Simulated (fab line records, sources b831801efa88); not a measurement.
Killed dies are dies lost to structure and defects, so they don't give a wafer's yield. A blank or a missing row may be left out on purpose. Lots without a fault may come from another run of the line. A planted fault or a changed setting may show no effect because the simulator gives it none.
Which tool did it? | flow sky130 | 24 lots, 72 wafers sampled, at 6 steps of a route of 708

WHAT THE GAUGES READ, wafer by wafer
SKY_VIA1_THK_MEAS_23: measures by xrf.
lot  | measured     | on            | VIA1_W_THK (nm)
L074 | day 34 06:04 | film_metro-01 | 268.5 274.0 271.5
L075 | day 34 10:58 | film_metro-02 | 267.5 270.0 266.7
L076 | day 34 15:46 | film_metro-01 | 272.4 268.9 273.7
L077 | day 34 22:43 | film_metro-02 | 272.4 275.1 272.0
L078 | day 35 06:01 | film_metro-04 | 273.2 270.2 270.6
L079 | day 35 14:37 | film_metro-02 | 267.1 266.6 268.2
L080 | day 35 22:32 | film_metro-02 | 268.6 266.7 271.4
L081 | day 36 18:53 | film_metro-01 | 267.5 266.8 270.2
L082 | day 36 21:02 | film_metro-01 | 265.3 268.8 270.5
L083 | day 36 21:38 | film_metro-01 | 265.5 264.7 268.5
L084 | day 37 01:20 | film_metro-04 | 267.8 274.1 269.7
L085 | day 37 11:09 | film_metro-01 | 266.4 266.5 271.6
L086 | day 37 20:34 | film_metro-04 | 270.5 271.4 267.6
L087 | day 38 08:55 | film_metro-02 | 275.5 271.4 266.2
L088 | day 38 10:44 | film_metro-02 | 270.4 263.1 267.7
L089 | day 38 18:01 | film_metro-04 | 265.9 268.4 264.8
L090 | day 39 00:03 | film_metro-02 | 271.7 268.9 272.6
L091 | day 39 10:33 | film_metro-01 | 267.6 270.3 273.5
L092 | day 39 16:27 | film_metro-04 | 269.7 266.0 265.0
L093 | day 39 18:23 | film_metro-02 | 267.4 274.2 270.4
L094 | day 40 02:54 | film_metro-04 | 271.1 268.6 272.1
L095 | day 40 11:52 | film_metro-02 | 266.4 268.6 275.5
L096 | day 40 17:20 | film_metro-02 | 273.6 269.9 271.5
L097 | day 40 23:10 | film_metro-02 | 270.2 271.5 274.5

SKY_VIA2_CD_MEAS_12: target cd 200 nm.
lot  | measured     | on        | cd_nm (nm)
L074 | day 36 12:40 | cd_sem-01 | 198.6 198.8 201.4
L075 | day 36 17:31 | cd_sem-02 | 200.8 200.5 200.7
L076 | day 36 22:57 | cd_sem-02 | 199.4 199.3 198.8
L077 | day 37 04:10 | cd_sem-01 | 197.5 196.9 198.7
L078 | day 37 13:32 | cd_sem-02 | 200.8 200.8 201.8
L079 | day 37 21:24 | cd_sem-02 | 200.7 201.8 201.7
L080 | day 38 05:47 | cd_sem-01 | 199.7 200.4 199.5
L081 | day 39 01:06 | cd_sem-02 | 198.8 199.3 199.2
L082 | day 39 02:31 | cd_sem-02 | 200.9 200.4 198.3
L083 | day 39 03:03 | cd_sem-01 | 196.5 197.0 197.0
L084 | day 39 06:27 | cd_sem-02 | 202.6 201.6 202.5
L085 | day 39 15:41 | cd_sem-02 | 201.5 199.5 199.8
L086 | day 39 23:30 | cd_sem-01 | 200.9 200.8 199.4
L087 | day 40 12:44 | cd_sem-01 | 196.9 196.9 197.1
L088 | day 40 13:26 | cd_sem-01 | 199.4 201.8 201.7
L089 | day 40 21:35 | cd_sem-02 | 200.1 201.9 200.0
L090 | day 41 01:50 | cd_sem-02 | 202.2 200.6 199.7
L091 | day 41 12:32 | cd_sem-02 | 200.4 201.5 201.7
L092 | day 41 18:34 | cd_sem-01 | 199.6 199.7 200.3
L093 | day 41 20:53 | cd_sem-02 | 199.9 200.5 200.1
L094 | day 42 05:04 | cd_sem-02 | 202.0 201.3 200.1
L095 | day 42 13:47 | cd_sem-01 | 196.7 197.9 198.0
L096 | day 42 17:45 | cd_sem-01 | 202.2 201.9 201.2
L097 | day 43 00:50 | cd_sem-01 | 200.4 200.7 200.7

SKY_CAP2M_THK_MEAS_04: measures by xrf.
lot  | measured     | on            | CAP2M_TIN_THK (nm)
L074 | day 39 23:26 | film_metro-03 | 202.4 202.6 203.3
L075 | day 40 04:03 | film_metro-04 | 206.3 203.1 205.1
L076 | day 40 08:27 | film_metro-02 | 199.4 199.8 201.6
L077 | day 40 13:26 | film_metro-02 | 201.3 200.0 200.9
L078 | day 40 22:23 | film_metro-03 | 202.6 202.9 200.6
L079 | day 41 05:08 | film_metro-03 | 205.2 201.8 202.2
L080 | day 41 12:49 | film_metro-03 | 203.0 203.2 203.4
L081 | day 42 07:58 | film_metro-04 | 200.4 199.2 200.7
L082 | day 42 08:22 | film_metro-02 | 201.9 203.8 202.5
L083 | day 42 09:23 | film_metro-03 | 205.8 207.4 205.3
L084 | day 42 12:17 | film_metro-04 | 201.4 202.2 201.3
L085 | day 42 21:46 | film_metro-03 | 202.3 203.5 201.2
L086 | day 43 04:58 | film_metro-04 | 199.3 199.4 200.5
L087 | day 43 17:14 | film_metro-04 | 202.0 203.5 204.0
L088 | day 43 17:26 | film_metro-03 | 205.0 203.4 204.7
L089 | day 44 01:53 | film_metro-02 | 199.6 200.2 199.5
L090 | day 44 05:47 | film_metro-02 | 202.1 199.2 200.1
L091 | day 44 14:53 | film_metro-03 | 200.7 200.3 199.7
L092 | day 44 21:59 | film_metro-03 | 206.1 204.7 206.1
L093 | day 44 23:22 | film_metro-04 | 207.3 206.6 209.0
L094 | day 45 05:56 | film_metro-03 | 204.6 204.1 203.0
L095 | day 45 14:30 | film_metro-02 | 202.3 202.4 201.6
L096 | day 45 20:53 | film_metro-03 | 206.4 205.9 203.8
L097 | day 46 02:02 | film_metro-03 | 204.2 204.0 203.4

SKY_VIA4_THK_MEAS_20: measures by xrf.
lot  | measured     | on            | VIA4_W_THK (nm)
L074 | day 43 01:46 | film_metro-04 | 509 505 508
L075 | day 43 06:09 | film_metro-04 | 509 508 501
L076 | day 43 09:37 | film_metro-04 | 504 504 500
L077 | day 43 14:20 | film_metro-04 | 502 505 501
L078 | day 43 23:25 | film_metro-04 | 503 503 501
L079 | day 44 05:47 | film_metro-03 | 513 509 511
L080 | day 44 12:50 | film_metro-04 | 496 502 502
L081 | day 45 06:59 | film_metro-01 | 507 512 510
L082 | day 45 07:27 | film_metro-03 | 515 515 521
L083 | day 45 08:25 | film_metro-04 | 500 504 503
L084 | day 45 09:53 | film_metro-03 | 516 515 523
L085 | day 45 20:14 | film_metro-03 | 516 518 518
L086 | day 46 02:05 | film_metro-01 | 518 523 522
L087 | day 46 12:54 | film_metro-01 | 521 519 520
L088 | day 46 13:19 | film_metro-03 | 510 509 503
L089 | day 46 21:17 | film_metro-01 | 515 513 519
L090 | day 47 01:05 | film_metro-03 | 505 504 501
L091 | day 47 09:17 | film_metro-03 | 516 507 507
L092 | day 47 14:35 | film_metro-03 | 504 506 507
L093 | day 47 15:46 | film_metro-04 | 503 505 504
L094 | day 47 21:44 | film_metro-03 | 510 505 503
L095 | day 48 05:16 | film_metro-01 | 512 515 518
L096 | day 48 10:55 | film_metro-04 | 498 501 502
L097 | day 48 15:50 | film_metro-03 | 512 512 512

WHICH TOOL RAN EACH LOT (tool, then ch and the chambers of the sampled wafers, then the start)
lot  | SKY_VIA2_CMP_02               | SKY_VIA2_SPUTTER_20
L074 | cmp-02 ch 0,1, day 35 10:11   | pvd_sputter-04, day 36 13:30
L075 | cmp-02 ch 0,1,2, day 35 15:02 | pvd_sputter-02, day 36 18:22
L076 | cmp-02 ch 0,2,3, day 35 20:26 | pvd_sputter-03, day 36 23:47
L077 | cmp-02 ch 0,1,3, day 36 02:04 | pvd_sputter-02, day 37 05:04
L078 | cmp-01 ch 0,1,2, day 36 10:38 | pvd_sputter-02, day 37 14:24
L079 | cmp-01 ch 0,3, day 36 18:19   | pvd_sputter-04, day 37 22:14
L080 | cmp-01 ch 1,3, day 37 03:15   | pvd_sputter-03, day 38 06:38
L081 | cmp-02 ch 0,1,2, day 37 23:15 | pvd_sputter-03, day 39 01:57
L082 | cmp-01 ch 1,2,3, day 38 01:29 | pvd_sputter-03, day 39 03:24
L083 | cmp-01 ch 0,1,3, day 38 01:44 | pvd_sputter-03, day 39 03:58
L084 | cmp-01 ch 0,1,2, day 38 05:31 | pvd_sputter-04, day 39 07:19
L085 | cmp-01 ch 0,1,3, day 38 14:54 | pvd_sputter-02, day 39 16:32
L086 | cmp-01 ch 0,1,2, day 38 23:37 | pvd_sputter-02, day 40 00:22
L087 | cmp-01 ch 0,1,3, day 39 12:10 | pvd_sputter-03, day 40 13:35
L088 | cmp-02 ch 1,2, day 39 12:36   | pvd_sputter-04, day 40 14:17
L089 | cmp-02 ch 0,1,3, day 39 20:28 | pvd_sputter-02, day 40 22:26
L090 | cmp-02 ch 1,2, day 40 01:09   | pvd_sputter-04, day 41 02:45
L091 | cmp-01 ch 0,1,3, day 40 12:17 | pvd_sputter-02, day 41 13:26
L092 | cmp-02 ch 1,3, day 40 18:25   | pvd_sputter-02, day 41 19:23
L093 | cmp-01 ch 0,1,2, day 40 20:40 | pvd_sputter-04, day 41 21:46
L094 | cmp-02 ch 0,1,2, day 41 04:37 | pvd_sputter-04, day 42 05:56
L095 | cmp-01 ch 0,2,3, day 41 13:37 | pvd_sputter-04, day 42 14:39
L096 | cmp-02 ch 0,3, day 41 18:40   | pvd_sputter-03, day 42 18:37
L097 | cmp-01 ch 0,3, day 42 00:49   | pvd_sputter-03, day 43 01:42
- SKY_VIA2_CMP_02: polishes SiO2.
- SKY_VIA2_SPUTTER_20: material TiN, target thk 20 nm, time 80 s.

WHAT THE TOOLS THEMSELVES READ (means of the sampled wafers that have a number; where no wafer has one, the mark that the record gives instead)
SKY_VIA2_CMP_02.
lot  | tool   | motor_current_A (A)
L074 | cmp-02 | 12.7
L075 | cmp-02 | 11.9
L076 | cmp-02 | 11.0
L077 | cmp-02 | 11.6
L078 | cmp-01 | 11.7
L079 | cmp-01 | 12.9
L080 | cmp-01 | 11.5
L081 | cmp-02 | 11.4
L082 | cmp-01 | 12.2
L083 | cmp-01 | 12.3
L084 | cmp-01 | 11.7
L085 | cmp-01 | 12.0
L086 | cmp-01 | 11.3
L087 | cmp-01 | 12.0
L088 | cmp-02 | 13.0
L089 | cmp-02 | 11.7
L090 | cmp-02 | 13.2
L091 | cmp-01 | 12.4
L092 | cmp-02 | 13.0
L093 | cmp-01 | 12.0
L094 | cmp-02 | 11.8
L095 | cmp-01 | 12.6
L096 | cmp-02 | 11.2
L097 | cmp-01 | 12.5

SKY_VIA2_SPUTTER_20.
lot  | tool           | throttle_valve_pct (%)
L074 | pvd_sputter-04 | 30.4
L075 | pvd_sputter-02 | 30.7
L076 | pvd_sputter-03 | 29.3
L077 | pvd_sputter-02 | 30.1
L078 | pvd_sputter-02 | 30.7
L079 | pvd_sputter-04 | 29.7
L080 | pvd_sputter-03 | 29.6
L081 | pvd_sputter-03 | 29.6
L082 | pvd_sputter-03 | 29.5
L083 | pvd_sputter-03 | 29.6
L084 | pvd_sputter-04 | 29.8
L085 | pvd_sputter-02 | 31.6
L086 | pvd_sputter-02 | 30.6
L087 | pvd_sputter-03 | 29.3
L088 | pvd_sputter-04 | 29.9
L089 | pvd_sputter-02 | 30.5
L090 | pvd_sputter-04 | 29.6
L091 | pvd_sputter-02 | 30.5
L092 | pvd_sputter-02 | 30.7
L093 | pvd_sputter-04 | 29.8
L094 | pvd_sputter-04 | 29.9
L095 | pvd_sputter-04 | 30.1
L096 | pvd_sputter-03 | 29.1
L097 | pvd_sputter-03 | 30.1

THE ANSWER, worked out from the rows above alone
Rule: what is usual is taken from the lots themselves. Put in order of their means at a reading, lots are off if they are a third of the lots or fewer, leave a main group of 4 or more, and stand apart from it by a gap of 3 or more times the standard deviation of the main group's means; of several such gaps the widest counts. A main group whose means are all the same, to the digits that the tables above print for the reading, isn't used. A lot without any number at a reading at which 4 lots or more have one is off too. The other lots that the step has rows for count as sound. The gauges are gone through in route order, then the tools' own readings, and for those a lot's mean is taken as printed above. The first step at which some lot is off is used, and at that step the reading that is off furthest; a lot without a number counts as furthest.
No lot is off at any reading shown: from this, nothing can be told.

WHAT THE SIMULATOR HAD PUT IN
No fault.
